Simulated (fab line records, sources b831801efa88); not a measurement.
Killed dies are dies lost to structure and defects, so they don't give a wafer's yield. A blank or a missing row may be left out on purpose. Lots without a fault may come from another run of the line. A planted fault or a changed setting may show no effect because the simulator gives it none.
A struck lot beside a sound one | flow sfq_line | 14 steps out of a route of 325
Sound: wafers L309.3, L309.5, L309.6. Struck: wafers L318.1, L318.5, L318.6. The cause comes at the end.
At each step with rows: each side's tool, then ch and its chambers, then its first start. Under that, the readings that differ: sound wafers | struck wafers | difference of the means | sigmas: that difference in standard deviations of wafers without a fault.
alike: readings whose means differ by less than 2 such deviations, and words and numbers that are the same on both sides. not compared: withheld readings, readings that some wafer has no value for, bounds like >300 that may hide the same value, and numbers for which the record gives no deviation and whose values overlap.
The two part at a step that has a row with sigmas, a row that says differs or no value, or rows on one side only. Numbers that don't overlap but have no deviation are shown without sigmas and don't part them. A reading that every wafer of one side lacks parts them only if that side has two wafers or more.

first, 5 steps without rows for these wafers: SFQ_TRILAYER_I4_VIA_LITHO_COAT_103 (resist thk 650 nm); SFQ_TRILAYER_I4_VIA_LITHO_SOFTBAKE_107; SFQ_TRILAYER_I4_VIA_LITHO_EXPOSE_104 (exposes mask I4, target cd 700 nm); SFQ_TRILAYER_I4_VIA_LITHO_PEB_106 (peb time 60 s); SFQ_TRILAYER_I4_VIA_LITHO_DEVELOP_105 (time 60 s).
SFQ_I4_OVL_MEAS_928:
  sound on overlay-02, day 54 08:30; struck on overlay-01, day 57 07:19
  alike: I4_OVL
SFQ_TRILAYER_I4_VIA_BARC_OPEN_VIA_ETCH_146: etches BARC in O2, target depth 125 nm, time 41.7 s.
  sound on rie_diel-02 ch 1,2, day 54 08:31; struck on rie_diel-03 ch 2,3, day 57 07:22
  alike: chamber_pressure_mTorr, drypump_motor_current_A, oes_product_au
  not compared: rf_hours_counter_h
SFQ_TRILAYER_I4_VIA_ETCH_VIA_ETCH_106: etches SiO2 in CHF3, stops on Nb, target depth 260 nm.
  sound on rie_diel-02 ch 1,2, day 54 08:34; struck on rie_diel-03 ch 2,3, day 57 07:24
  alike: chamber_pressure_mTorr, drypump_motor_current_A, oes_product_au
SFQ_TRILAYER_I4_VIA_STRIP_STRIP_107: strips in O2.
  sound on rie_metal-01 ch 0,1, day 54 08:53; struck on rie_metal-04 ch 0,1, day 57 07:31
  alike: chamber_pressure_mTorr, drypump_motor_current_A, oes_product_au
  not compared: rf_hours_counter_h
then, 2 steps without rows for these wafers: SFQ_TRILAYER_I4_VIA_STRIP_SOLV_CLEAN_108 (cleans in NMP, time 600 s); SFQ_TRILAYER_JJ_TRILAYER_DEP_PRE_CLEAN_113 (time 22.5 s).
SFQ_TRILAYER_JJ_TRILAYER_DEP_SPUTTER_109: material Nb, target thk 150 nm, time 100 s.
  sound on pvd_sputter-04, day 54 09:30; struck on pvd_sputter-06, day 57 08:19
  alike: chamber_pressure_pa, throttle_valve_pct
SFQ_TRILAYER_JJ_TRILAYER_DEP_SPUTTER_110: material Al, target thk 8 nm, time 10 s.
  sound on pvd_sputter-04, day 54 09:34; struck on pvd_sputter-06, day 57 08:23
  reading                  | sound                | struck               | difference | sigmas
  chamber_pressure_pa (Pa) | 0.4002 0.4007 0.4007 | 0.3865 0.3856 0.3840 | -0.0152    | -18
  alike: throttle_valve_pct
then, 1 step without rows for these wafers: SFQ_TRILAYER_JJ_TRILAYER_DEP_AL_OXIDATION_111 (oxidation time 600 s).

WHERE THEY PART
Only at SFQ_TRILAYER_JJ_TRILAYER_DEP_SPUTTER_110, within this record.

WHY: what the simulator had put in
Process parameter drift: pvd_sputter-06, from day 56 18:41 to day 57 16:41, at SFQ_TRILAYER_JJ_TRILAYER_DEP_SPUTTER_110. Setting chamber_pressure_pa, moved by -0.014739, from 0.4. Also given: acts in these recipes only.
